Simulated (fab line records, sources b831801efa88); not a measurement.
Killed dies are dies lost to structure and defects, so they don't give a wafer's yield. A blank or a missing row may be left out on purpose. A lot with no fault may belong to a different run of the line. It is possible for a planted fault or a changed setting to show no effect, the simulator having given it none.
A lot that was struck, set against a sound lot ; flow gf180mcu ; 17 steps out of a route of 602
Sound: these wafers, L454.1, L454.3, L454.6. Struck: wafer L462.3; the same lot's L462.5 was not struck, so it is left out; see the end for the cause.
At each step with rows: each side's tool, then ch and its chambers, then its first start. Under that, the readings that differ: sound wafers ; struck wafers ; difference of the means ; sigmas: that difference in standard deviations of wafers without a fault.
alike: readings with means less than 2 such deviations apart, plus words and numbers identical on both sides. not compared: withheld readings, readings lacking a value on some wafer, bounds such as >300 that could conceal the same value, and numbers that have no deviation in the record and whose values overlap.
Wherever a step has rows on one side only, a row that says differs or no value, or a row with sigmas, the two part there. Non-overlapping numbers with no deviation appear without sigmas and do not part them. A reading that every wafer of one side lacks parts them only if that side has two wafers or more.

first, 4 steps without rows for these wafers: GF_M1_SOFTBAKE_10 (time 60 s); GF_M1_EXPOSE_11 (exposes mask Metal1, target cd 230 nm); GF_M1_PEB_12 (peb time 90 s); GF_M1_DEVELOP_13 (develop time 60 s).
GF_M1_CD_MEAS_14: the cd target is 230 nm.
  sound on cd sem-02, day 20 13:34; struck on cd sem-02, day 23 07:12
  alike: cd nm
GF_M1_OVL_MEAS_15:
  sound on overlay-02, day 20 13:41; struck on overlay-01, day 23 07:17
  alike: M1_OVL
GF_M1_METAL_ETCH_16: etches the open film in Cl2/BCl3, stops on SiO2, target depth 750.8 nm, time 125.1 s.
  sound on rie metal-02 ch 0, day 20 13:44; struck on rie metal-02 ch 0, day 23 07:22
  alike: drypump motor current A, oes product au, throttle valve pct
  not compared: rf hours counter h
GF_M1_STRIP_17: strips in O2/N2.
  sound on plasma asher-02 ch 0,1, day 20 13:51; struck on plasma asher-02 ch 1, day 23 07:29
  alike: drypump motor current A, heater power w, oes product au, strip time to endpoint s
  not compared: rf hours counter h
then, 3 steps without rows for these wafers: GF_M1_STRIP_18 (strips in post etch residue remover, time 1200 s); GF_M1_CLEAN_19 (cleans in DIW); GF_V1_CVD_00 (deposits SiO2, target thk 600 nm, time 100 s).
GF_V1_THK_MEAS_01:
  sound on film metro-03, day 20 14:28; struck on film metro-03, day 23 08:04
  alike: V1_CVD_00_THK
GF_V1_CVD_02: deposits SiO2 from TEOS, target thk 850 nm, time 94.851 s.
  sound on pecvd-02 ch 1,2, day 20 14:32; struck on pecvd-04 ch 0, day 23 08:07
reading;sound;struck;difference;sigmas
run length s (s);123.0 121.9 122.2;133.7;+11.3;+26
model.SiO2_of_V1_CVD_02.thk nm (nm);848.3 853 871.8;933;+75;
  alike: heater power w
GF_V1_THK_MEAS_03:
  sound on film metro-02, day 20 14:36; struck on film metro-03, day 23 08:12
reading;sound;struck;difference;sigmas
V1_CVD_02_THK (nm);849 853 872;932;+74;+7
GF_V1_CMP_04: polishes SiO2.
  sound on cmp-01 ch 0,1,3, day 20 14:43; struck on cmp-02 ch 0, day 23 08:20
reading;sound;struck;difference;sigmas
time to endpoint s (s);76 78 84;118;+39;+8
  alike: motor current A, retaining ring pressure frac, slurry filter dp kPa, slurry flow ml min
GF_V1_BOW_MEAS_05:
  sound on film metro-04, day 20 14:58; struck on film metro-03, day 23 08:35
  alike: V1_BOW
-- the record jumps here: 10 days lie between the struck wafers' starts before and after (it left off in module V1 and takes up again in module PASSIVATION, whose first step shown is number 602 of the route) --
GF_PASSIVATION_PROBE_99:
  record: rows for the struck wafers here (prober-01, day 33 16:03), none for the sound ones

== WHERE THEY PART ==
First at GF_V1_CVD_02; last, within this record, at GF_PASSIVATION_PROBE_99.

WHY: what had been put in by the simulator
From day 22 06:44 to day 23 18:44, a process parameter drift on pecvd-04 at GF_V1_CVD_02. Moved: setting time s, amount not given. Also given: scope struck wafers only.
